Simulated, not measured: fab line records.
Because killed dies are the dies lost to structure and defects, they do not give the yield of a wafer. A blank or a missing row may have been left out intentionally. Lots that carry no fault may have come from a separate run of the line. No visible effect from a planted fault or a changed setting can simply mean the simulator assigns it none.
Commonality check across tools + flow sky130 + Lots sampled 13, wafers sampled 39

## WHY IT WAS OPENED
SKY_SD_P_TW_MEAS_11, reading SD_P_TW: flagged on 1 of 13 lots. No-fault wafers: 2853, standard deviation 22.
Rule: a lot gets a flag if all its wafers with a number sit over 4 standard deviations from that mean, or if no wafer of it has a number. The other lots count as sound.

| lot  | measured     | on            | SD_P_TW, wafer by wafer | flag    |
|------|--------------|---------------|-------------------------|---------|
| L356 | day 24 23:55 | film-metro-04 | 2857 2845 2857          |         |
| L357 | day 25 06:41 | film-metro-01 | 2867 2850 2868          |         |
| L361 | day 28 04:04 | film-metro-04 | 30 30 30                | FLAGGED |
| L363 | day 28 19:38 | film-metro-02 | 2846 2855 2878          |         |
| L370 | day 30 11:00 | film-metro-01 | 2832 2834 2823          |         |
| L371 | day 30 18:38 | film-metro-02 | 2857 2848 2857          |         |
| L372 | day 31 00:31 | film-metro-04 | 2896 2884 2884          |         |
| L373 | day 31 05:18 | film-metro-02 | 2828 2835 2823          |         |
| L374 | day 31 12:59 | film-metro-01 | 2832 2855 2841          |         |
| L376 | day 32 10:01 | film-metro-04 | 2883 2883 2895          |         |
| L377 | day 32 15:42 | film-metro-01 | 2820 2816 2830          |         |
| L378 | day 32 20:22 | film-metro-02 | 2868 2847 2868          |         |
| L379 | day 33 03:57 | film-metro-02 | 2868 2855 2864          |         |
The numbers of the flagged lots are 30 on average: -2823 against the usual, or -99 or more standard deviations.

## LOT BY LOT: THE TOOL USED
The record holds 1 process step before the reading, out of a route of 708 steps. Every cell lists first the tool, next ch and the chambers used by the sampled wafers, and last the start.
| lot  | flag    | SKY_SD_P_EXPOSE_04                  |
|------|---------|-------------------------------------|
| L356 |         | iline-stepper-02 ch 0, day 24 08:46 |
| L357 |         | iline-stepper-02 ch 0, day 24 15:14 |
| L361 | FLAGGED | iline-stepper-01 ch 0, day 27 13:50 |
| L363 |         | iline-stepper-02 ch 0, day 28 05:25 |
| L370 |         | iline-stepper-01 ch 0, day 29 21:12 |
| L371 |         | iline-stepper-01 ch 0, day 30 04:04 |
| L372 |         | iline-stepper-01 ch 0, day 30 10:29 |
| L373 |         | iline-stepper-01 ch 0, day 30 14:35 |
| L374 |         | iline-stepper-02 ch 0, day 30 22:28 |
| L376 |         | iline-stepper-02 ch 0, day 31 20:07 |
| L377 |         | iline-stepper-01 ch 0, day 32 02:01 |
| L378 |         | iline-stepper-01 ch 0, day 32 06:55 |
| L379 |         | iline-stepper-01 ch 0, day 32 14:22 |
What the steps here do:
- SKY_SD_P_EXPOSE_04: exposes mask PSDM, target cd 380 nm.
- SKY_SD_P_TW_MEAS_11

## FLAGGED OVER TOTAL, TOOL BY TOOL (the gauges that took the reading come last)
| step                | tool             | lots run | flagged | share of the flagged lots | sound lots run after its first flagged lot |
|---------------------|------------------|----------|---------|---------------------------|--------------------------------------------|
| SKY_SD_P_EXPOSE_04  | iline-stepper-01 | 8        | 1       | all                       | 7 (L370,L371,L372,L373,L377,L378,L379)     |
| SKY_SD_P_EXPOSE_04  | iline-stepper-02 | 5        | 0       | none                      | -                                          |
| SKY_SD_P_TW_MEAS_11 | film-metro-01    | 4        | 0       | none                      | -                                          |
| SKY_SD_P_TW_MEAS_11 | film-metro-02    | 5        | 0       | none                      | -                                          |
| SKY_SD_P_TW_MEAS_11 | film-metro-04    | 4        | 1       | all                       | 2 (L372,L376)                              |

## WHAT IS ALLOWED BY THE TABLE
Every flagged lot went through 2 rows of the table: iline-stepper-01 at SKY_SD_P_EXPOSE_04 and film-metro-04 at SKY_SD_P_TW_MEAS_11.
- iline-stepper-01 at SKY_SD_P_EXPOSE_04 ran 8 lots, 1 of them flagged. After the first flagged lot (L370, L371, L372, L373, L377, L378, L379), sound lots still ran on it; a lasting fault on the whole tool would not permit that.
- film-metro-04 at SKY_SD_P_TW_MEAS_11 ran 4 lots, 1 of them flagged. After the first flagged lot (L372, L376), sound lots still ran on it; a lasting fault on the whole tool would not permit that.
Not one row of the table ran every flagged lot while running no sound lot after the first.

## WHAT THE SIMULATOR PUT IN
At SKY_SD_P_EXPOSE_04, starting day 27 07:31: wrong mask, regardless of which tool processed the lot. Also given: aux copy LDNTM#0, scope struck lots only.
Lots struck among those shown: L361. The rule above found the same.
